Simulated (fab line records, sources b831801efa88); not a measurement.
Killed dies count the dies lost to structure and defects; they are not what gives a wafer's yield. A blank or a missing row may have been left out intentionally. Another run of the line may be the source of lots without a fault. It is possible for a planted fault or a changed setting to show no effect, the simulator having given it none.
fab line records | flow sky130
record: lots: 11 | wafers: 33 | last_day: 50
route steps=708 shown DNWELL@44 VT_ADJUST_HVTR@139 SONOS_ONO@185 POLY_GATE@213 RES_PROTECT@214
lots with no fault: from the same line, run without faults
start_h: the number of hours between the record's first day and the start of the first shown wafer of the lot | wait_h: how many hours have passed since the lot's step before this one | " same as the row above | L1.1+2: several wafers, shown together as one row | - either no value or no given start | * or withheld: withheld | < > ~ a bound
route shown NAME@n: NAME is a module with steps in the file, n the number in the route of the first one | usual: mean/standard deviation taken from wafers without a fault | same: alike in all rows | chamber/n: place in a boat | sites: per-site readings | _std_site: standard deviation across them | _edge_site: outer sites' mean less inner sites' | radius_mm: for every site, how far away it sits from the centre of the wafer | mask NAME#n: copy n | behind: the last tool/chamber to shape the wafer | hold: reason for holding the lot/hours on hold/outcome of the hold | device: transistor that didn't switch, given as n, p or np | end of line: at the end of the route, the tests of the same wafers | a step without rows: its recipe alone | killed: dies lost to structure and defects at the first sort, not the wafer's yield | map: a wafer's dies, x killed, . not, _ none there
set.NAME: the setting the step ran with; set.NAME@STEP: the setting that earlier step ran with | model.NAME: the simulator's own value behind a step, which no gauge read
steps of the route over a sample of lots; a table a step, a row a wafer
services: a tool's chamber out of use, with start hour (start_h, from the record's first day; less than 0 if before it), hours out, and reason
== steps ==
step: SKY_DNWELL_TW_MEAS_09
usual: DNWELL_TW: 1111/8.1
lot.wafer | tool          | chamber | start_h | wait_h | DNWELL_TW
L169.1    | film_metro-03 | -       | 51.75   | 0.1    | 1103
L169.3    | "             | -       | "       | "      | 1110
L169.5    | "             | -       | "       | "      | 1104
L170.2    | film_metro-04 | -       | 57.11   | 0.1    | 1122
L170.3    | "             | -       | "       | "      | 1125
L170.5    | "             | -       | "       | "      | 1119
L174.3    | film_metro-02 | -       | 79.29   | 0.1    | 1109
L174.4    | "             | -       | "       | "      | 1113
L174.6    | "             | -       | "       | "      | 1115
L177.2    | film_metro-03 | -       | 95.41   | 0.1    | 1118
L177.5    | "             | -       | "       | "      | 1116
L177.6    | "             | -       | "       | "      | 1117
L179.3    | film_metro-03 | -       | 103.67  | 0.1    | 1111
L179.5    | "             | -       | "       | "      | 1102
L179.6    | "             | -       | "       | "      | 1106
L180.1    | film_metro-03 | -       | 115.07  | 0.1    | 1108
L180.5    | "             | -       | "       | "      | 1106
L180.6    | "             | -       | "       | "      | 1111
L181.1    | film_metro-02 | -       | 120.20  | 0.1    | 1119
L181.3    | "             | -       | "       | "      | 1121
L181.6    | "             | -       | "       | "      | 1120
L183.4    | film_metro-04 | -       | 127.75  | 0.1    | 1121
L183.5    | "             | -       | "       | "      | 1122
L183.6    | "             | -       | "       | "      | 1128
L182.1    | film_metro-03 | -       | 127.75  | 0.1    | 1108
L182.3    | "             | -       | "       | "      | 1109
L182.5    | "             | -       | "       | "      | 1104
L187.1    | film_metro-03 | -       | 149.10  | 0.1    | 1114
L187.3    | "             | -       | "       | "      | 1115
L187.6    | "             | -       | "       | "      | 1114
L192.1    | film_metro-02 | -       | 176.05  | 0.1    | 1122
L192.2    | "             | -       | "       | "      | 1114
L192.3    | "             | -       | "       | "      | 1118
step: SKY_VT_ADJUST_HVTR_OVL_MEAS_08
usual: VT_ADJUST_HVTR_OVL: 1.5/1.6
lot.wafer | tool       | chamber | start_h | wait_h | VT_ADJUST_HVTR_OVL[nm]
L169.1    | overlay-01 | -       | 202.39  | 0.1    | 1.3
L169.3    | "          | -       | "       | "      | 3.3
L169.5    | "          | -       | "       | "      | 2.0
L170.2    | overlay-01 | -       | 209.04  | 0.1    | -1.2
L170.3    | "          | -       | "       | "      | 1.8
L170.5    | "          | -       | "       | "      | 1.2
L174.3    | overlay-01 | -       | 239.33  | 0.1    | 0.5
L174.4    | "          | -       | "       | "      | 2.7
L174.6    | "          | -       | "       | "      | -1.0
L177.2    | overlay-02 | -       | 261.37  | 0.1    | 2.7
L177.5    | "          | -       | "       | "      | 3.2
L177.6    | "          | -       | "       | "      | 3.5
L179.3    | overlay-01 | -       | 272.35  | 0.1    | 3.2
L179.5    | "          | -       | "       | "      | 2.0
L179.6    | "          | -       | "       | "      | 1.6
L180.1    | overlay-01 | -       | 287.62  | 0.1    | 3.5
L180.5    | "          | -       | "       | "      | 4.6
L180.6    | "          | -       | "       | "      | 3.4
L181.1    | overlay-01 | -       | 293.93  | 0.1    | 1.5
L181.3    | "          | -       | "       | "      | 2.1
L181.6    | "          | -       | "       | "      | 3.7
L183.4    | overlay-02 | -       | 305.18  | 0.1    | 1.5
L183.5    | "          | -       | "       | "      | -0.7
L183.6    | "          | -       | "       | "      | 0.6
L182.1    | overlay-02 | -       | 306.12  | 0.1    | 4.7
L182.3    | "          | -       | "       | "      | 2.4
L182.5    | "          | -       | "       | "      | 2.3
L187.1    | overlay-02 | -       | 334.69  | 0.1    | 2.5
L187.3    | "          | -       | "       | "      | 3.3
L187.6    | "          | -       | "       | "      | 3.6
L192.1    | overlay-02 | -       | 370.96  | 0.1    | 0.5
L192.2    | "          | -       | "       | "      | 1.4
L192.3    | "          | -       | "       | "      | 0.6
step: SKY_SONOS_ONO_STRIP_17
recipe: chemistry: O2/N2 | power_w: 1400 | pressure_mtorr: 1500 | platen_temp_c: withheld | o2_flow_sccm: 3000 | n2_flow_sccm: 300 | overash_fraction: 0.5
usual: drypump_motor_current_A: 5.3/0.42 | o2_flow_sccm: 3001/8.7 | oes_product_au: 0.711/0.0045 | strip_time_to_endpoint_s: 14.09/0.039
lot.wafer | tool            | chamber | start_h | wait_h | drypump_motor_current_A | o2_flow_sccm | oes_product_au | rf_hours_counter_h | strip_time_to_endpoint_s
L169.1    | plasma_asher-04 | 0       | 278.97  | 0.0    | 5.6                     | 2999         | 0.710          | 47                 | 14.10
L169.3    | "               | 1       | "       | "      | 5.1                     | 3014         | 0.709          | -                  | 14.13
L169.5    | "               | 1       | "       | "      | 5.1                     | 3003         | 0.707          | -                  | 14.08
L170.2    | plasma_asher-04 | 1       | 286.62  | 0.0    | 5.0                     | 2996         | 0.718          | 47                 | 14.10
L170.3    | "               | 0       | "       | "      | 5.6                     | 3005         | 0.707          | -                  | 14.07
L170.5    | "               | 1       | "       | "      | 5.1                     | 2997         | 0.708          | -                  | 14.06
L174.3    | plasma_asher-01 | 1       | 317.74  | 0.0    | 5.5                     | 3012         | 0.711          | -                  | 14.09
L174.4    | "               | 0       | "       | "      | 5.5                     | 2995         | 0.718          | -                  | 14.06
L174.6    | "               | 1       | "       | "      | 5.5                     | 3007         | 0.705          | -                  | 14.07
L177.2    | plasma_asher-02 | 1       | 349.96  | 0.0    | 4.7                     | 2997         | 0.712          | 66                 | 14.13
L177.5    | "               | 0       | "       | "      | 5.8                     | 2997         | 0.713          | -                  | 14.16
L177.6    | "               | 1       | "       | "      | 4.7                     | 2985         | 0.709          | -                  | 14.10
L179.3    | plasma_asher-02 | 0       | 355.95  | 0.0    | 5.9                     | 3011         | 0.705          | -                  | 14.11
L179.5    | "               | 1       | "       | "      | 4.7                     | 3002         | 0.710          | -                  | 14.12
L179.6    | "               | 0       | "       | "      | 5.8                     | 3005         | 0.708          | -                  | 14.11
L180.1    | plasma_asher-02 | 1       | 372.91  | 0.0    | 4.7                     | 3009         | 0.701          | 69                 | 14.10
L180.5    | "               | 1       | "       | "      | 4.7                     | 3007         | 0.717          | -                  | 14.13
L180.6    | "               | 0       | "       | "      | 5.8                     | 3005         | 0.713          | -                  | 14.13
L181.1    | plasma_asher-02 | 0       | 380.12  | 0.0    | 5.8                     | 3004         | 0.711          | 69                 | 14.07
L181.3    | "               | 0       | "       | "      | 5.8                     | 2992         | 0.711          | -                  | 14.09
L181.6    | "               | 0       | "       | "      | 5.9                     | 2981         | 0.709          | -                  | 14.06
L183.4    | plasma_asher-02 | 1       | 388.80  | 0.0    | 4.7                     | 2994         | 0.710          | -                  | 14.12
L183.5    | "               | 0       | "       | "      | 5.8                     | 3002         | 0.702          | -                  | 14.14
L183.6    | "               | 1       | "       | "      | 4.7                     | 3009         | 0.710          | -                  | 14.17
L182.1    | plasma_asher-02 | 1       | 392.82  | 0.0    | 4.7                     | 3004         | 0.710          | 71                 | 14.03
L182.3    | "               | 0       | "       | "      | 5.9                     | 3013         | 0.708          | -                  | 13.99
L182.5    | "               | 1       | "       | "      | 4.7                     | 3000         | 0.714          | -                  | 14.02
L187.1    | plasma_asher-01 | 0       | 428.81  | 0.0    | 5.5                     | 2985         | 0.705          | 30                 | 14.05
L187.3    | "               | 0       | "       | "      | 5.5                     | 3000         | 0.703          | -                  | 14.05
L187.6    | "               | 0       | "       | "      | 5.5                     | 3003         | 0.711          | -                  | 14.03
L192.1    | plasma_asher-04 | 0       | 464.21  | 0.0    | 5.6                     | 2999         | 0.707          | 65                 | 14.09
L192.2    | "               | 1       | "       | "      | 5.0                     | 3021         | 0.716          | 65                 | 14.10
L192.3    | "               | 1       | "       | "      | 5.0                     | 3023         | 0.711          | -                  | 14.09
step: SKY_POLY_GATE_IMPLANT_02
recipe: species: P | energy_kev: 30 | dose_cm2: 7.7e+15 | tilt_deg: 0
same: implant_ion_amu: 31
lot.wafer  | tool         | chamber | start_h | wait_h
L169.1+3+5 | implanter-01 | 0       | 339.90  | 0.1
L170.2+3+5 | implanter-02 | 0       | 346.02  | 0.1
L174.3+4+6 | implanter-02 | 0       | 379.67  | 0.1
L177.2+5+6 | implanter-01 | 0       | 413.07  | 0.1
L179.3+5+6 | implanter-04 | 0       | 419.10  | 0.1
L180.1+5+6 | implanter-02 | 0       | 441.70  | 0.1
L181.1+3+6 | implanter-02 | 0       | 447.02  | 0.1
L181.1+3+6 | implanter-02 | 0       | 447.33  | 0.3
L183.4+5+6 | implanter-02 | 0       | 456.52  | 0.1
L182.1+3+5 | implanter-02 | 0       | 460.17  | 0.1
L187.1+3+6 | implanter-04 | 0       | 495.00  | 0.1
L187.1+3+6 | implanter-04 | 0       | 495.31  | 0.3
L192.1+2+3 | implanter-01 | 0       | 530.17  | 0.1
L192.1+2+3 | implanter-01 | 0       | 530.48  | 0.3
step: SKY_RES_PROTECT_STRIP_07
recipe: chemistry: O2/N2 | power_w: 1400 | pressure_mtorr: 1500 | platen_temp_c: withheld | o2_flow_sccm: 3000 | n2_flow_sccm: 300 | overash_fraction: 0.5
usual: drypump_motor_current_A: 5.53/0.28 | o2_flow_sccm: 2998/9.2 | oes_product_au: 0.517/0.0049 | strip_time_to_endpoint_s: 23.28/0.047
lot.wafer | tool            | chamber | start_h | wait_h | drypump_motor_current_A | o2_flow_sccm | oes_product_au | rf_hours_counter_h | strip_time_to_endpoint_s
L169.1    | plasma_asher-01 | 0       | 340.05  | 0.1    | 5.46                    | 2985         | 0.524          | 22                 | 23.31
L169.3    | "               | 1       | "       | "      | 5.50                    | 3016         | 0.507          | -                  | 23.32
L169.5    | "               | 1       | "       | "      | 5.54                    | 3008         | 0.516          | -                  | 23.31
L170.2    | plasma_asher-01 | 1       | 346.15  | 0.1    | 5.50                    | 3003         | 0.517          | 22                 | 23.28
L170.3    | "               | 0       | "       | "      | 5.44                    | 3015         | 0.517          | -                  | 23.26
L170.5    | "               | 0       | "       | "      | 5.46                    | 2995         | 0.512          | -                  | 23.24
L174.3    | plasma_asher-01 | 1       | 379.80  | 0.1    | 5.49                    | 3004         | 0.522          | -                  | 23.30
L174.4    | "               | 0       | "       | "      | 5.44                    | 2995         | 0.527          | -                  | 23.28
L174.6    | "               | 1       | "       | "      | 5.51                    | 3016         | 0.516          | -                  | 23.29
L177.2    | plasma_asher-03 | 1       | 413.19  | 0.1    | 5.57                    | 2992         | 0.518          | 72                 | 23.32
L177.5    | "               | 0       | "       | "      | 5.98                    | 2999         | 0.513          | -                  | 23.29
L177.6    | "               | 1       | "       | "      | 5.56                    | 2983         | 0.518          | -                  | 23.29
L179.3    | plasma_asher-04 | 0       | 419.23  | 0.1    | 5.61                    | 3002         | 0.511          | -                  | 23.32
L179.5    | "               | 0       | "       | "      | 5.61                    | 2993         | 0.521          | -                  | 23.28
L179.6    | "               | 1       | "       | "      | 5.07                    | 3015         | 0.519          | -                  | 23.31
L180.1    | plasma_asher-03 | 0       | 441.85  | 0.1    | 5.95                    | 3012         | 0.515          | 1                  | 23.31
L180.5    | "               | 1       | "       | "      | 5.57                    | 2984         | 0.511          | -                  | 23.27
L180.6    | "               | 0       | "       | "      | 5.97                    | 2999         | 0.516          | -                  | 23.32
L181.1    | plasma_asher-04 | 0       | 447.48  | 0.1    | 5.65                    | 2992         | 0.489          | 64                 | 24.98
L181.3    | "               | 1       | "       | "      | 5.06                    | 2988         | 0.500          | -                  | 25.04
L181.6    | "               | 1       | "       | "      | 5.04                    | 3004         | 0.496          | -                  | 25.05
L183.4    | plasma_asher-03 | 0       | 456.63  | 0.1    | 5.98                    | 2992         | 0.506          | -                  | 23.26
L183.5    | "               | 1       | "       | "      | 5.55                    | 2993         | 0.519          | -                  | 23.29
L183.6    | "               | 0       | "       | "      | 5.98                    | 3002         | 0.526          | -                  | 23.27
L182.1    | plasma_asher-01 | 1       | 460.32  | 0.1    | 5.52                    | 2979         | 0.517          | 34                 | 23.30
L182.3    | "               | 0       | "       | "      | 5.47                    | 3002         | 0.525          | -                  | 23.27
L182.5    | "               | 0       | "       | "      | 5.46                    | 3003         | 0.520          | -                  | 23.27
L187.1    | plasma_asher-03 | 1       | 495.46  | 0.1    | 5.52                    | 3003         | 0.499          | 5                  | 25.11
L187.3    | "               | 1       | "       | "      | 5.54                    | 3000         | 0.488          | -                  | 25.10
L187.6    | "               | 1       | "       | "      | 5.52                    | 2991         | 0.500          | -                  | 25.11
L192.1    | plasma_asher-03 | 1       | 530.63  | 0.1    | 5.51                    | 3015         | 0.498          | 8                  | 25.03
L192.2    | "               | 0       | "       | "      | 6.00                    | 2990         | 0.500          | 8                  | 25.09
L192.3    | "               | 1       | "       | "      | 5.52                    | 3004         | 0.490          | -                  | 25.08
step: SKY_RES_PROTECT_TW_MEAS_08
usual: POLY_GATE_TW: 4027/31
lot.wafer | tool          | chamber | start_h | wait_h | POLY_GATE_TW
L169.1    | film_metro-01 | -       | 340.15  | 0.1    | 4027
L169.3    | "             | -       | "       | "      | 4042
L169.5    | "             | -       | "       | "      | 4051
L170.2    | film_metro-04 | -       | 346.26  | 0.1    | 4043
L170.3    | "             | -       | "       | "      | 4039
L170.5    | "             | -       | "       | "      | 4041
L174.3    | film_metro-04 | -       | 379.89  | 0.1    | 4031
L174.4    | "             | -       | "       | "      | 4030
L174.6    | "             | -       | "       | "      | 4024
L177.2    | film_metro-04 | -       | 413.30  | 0.1    | 4048
L177.5    | "             | -       | "       | "      | 4023
L177.6    | "             | -       | "       | "      | 4024
L179.3    | film_metro-04 | -       | 419.32  | 0.1    | 4047
L179.5    | "             | -       | "       | "      | 4049
L179.6    | "             | -       | "       | "      | 4048
L180.1    | film_metro-03 | -       | 441.95  | 0.1    | 3996
L180.5    | "             | -       | "       | "      | 4028
L180.6    | "             | -       | "       | "      | 4001
L181.1    | film_metro-03 | -       | 447.58  | 0.1    | 4122
L181.3    | "             | -       | "       | "      | 4097
L181.6    | "             | -       | "       | "      | 4095
L183.4    | film_metro-03 | -       | 456.72  | 0.1    | 3996
L183.5    | "             | -       | "       | "      | 4020
L183.6    | "             | -       | "       | "      | 3999
L182.1    | film_metro-03 | -       | 460.42  | 0.1    | 4001
L182.3    | "             | -       | "       | "      | 3993
L182.5    | "             | -       | "       | "      | 4005
L187.1    | film_metro-04 | -       | 495.56  | 0.1    | 4151
L187.3    | "             | -       | "       | "      | 4162
L187.6    | "             | -       | "       | "      | 4164
L187.1    | film_metro-04 | -       | 495.79  | 0.2    | 4124
L187.3    | "             | -       | "       | "      | 4140
L187.6    | "             | -       | "       | "      | 4166
L192.1    | film_metro-01 | -       | 530.73  | 0.1    | 4185
L192.2    | "             | -       | "       | "      | 4172
L192.3    | "             | -       | "       | "      | 4189
L192.1    | film_metro-01 | -       | 530.96  | 0.2    | 4184
L192.2    | "             | -       | "       | "      | 4150
L192.3    | "             | -       | "       | "      | 4191
== services ==
tool            | chamber | start_h | hours | kind
implanter-02    | -       | 269.03  | 29.5  | repair
implanter-04    | -       | 292.84  | 4.3   | repair
plasma_asher-02 | -       | 303.53  | 2.1   | repair
plasma_asher-03 | -       | 304.21  | 1.6   | repair
implanter-01    | -       | 312.01  | 23.6  | pm
implanter-02    | -       | 381.70  | 4.0   | pm
implanter-02    | -       | 386.75  | 1.1   | repair
implanter-04    | -       | 396.82  | 3.8   | pm
implanter-01    | -       | 401.19  | 4.0   | pm
implanter-02    | -       | 408.91  | 3.0   | repair
plasma_asher-03 | -       | 421.28  | 9.0   | pm
plasma_asher-03 | 0       | 421.28  | 9.0   | vent_cycle
plasma_asher-03 | 1       | 421.28  | 9.0   | vent_cycle
plasma_asher-02 | -       | 442.47  | 2.1   | repair
plasma_asher-02 | -       | 452.42  | 1.6   | repair
implanter-04    | -       | 454.38  | 26.6  | pm
implanter-02    | -       | 468.71  | 3.8   | repair
plasma_asher-04 | -       | 471.13  | 0.5   | repair
plasma_asher-03 | -       | 473.48  | 14.6  | pm
plasma_asher-01 | -       | 487.77  | 3.3   | repair
plasma_asher-03 | -       | 488.21  | 2.8   | repair
implanter-01    | -       | 505.38  | 0.8   | repair
implanter-02    | -       | 508.42  | 4.0   | pm
implanter-02    | -       | 527.32  | 4.0   | repair
== key ==
first_sign: step: SKY_POLY_GATE_IMPLANT_02 | reading: visit | direction: added
effect: step: SKY_RES_PROTECT_STRIP_07 | reading: strip_time_to_endpoint_s | direction: up | sigmas: 38 | usual: * | struck: *
effect: step: SKY_RES_PROTECT_TW_MEAS_08 | reading: visit | direction: added
met_at SKY_POLY_GATE_IMPLANT_02
struck_lots L181,L187,L192
tester_left_out L181,L187,L192
not_acting_at SKY_DNWELL_TW_MEAS_09,SKY_VT_ADJUST_HVTR_OVL_MEAS_08,SKY_SONOS_ONO_STRIP_17
fault: kind: repeated_step_whole | tool: implanter-01,implanter-02,implanter-04 | chamber: - | onset_h: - | steps: SKY_POLY_GATE_IMPLANT_02 | times: 1 | scope: struck_lots_only
tester_left_out: of these lots the tester's yield and bins aren't shown, on N5 and GAA mostly nor the transistor test; their killed dies are dies lost to structure and defects alone, not to doping, threshold or leakage, so they don't give the yield
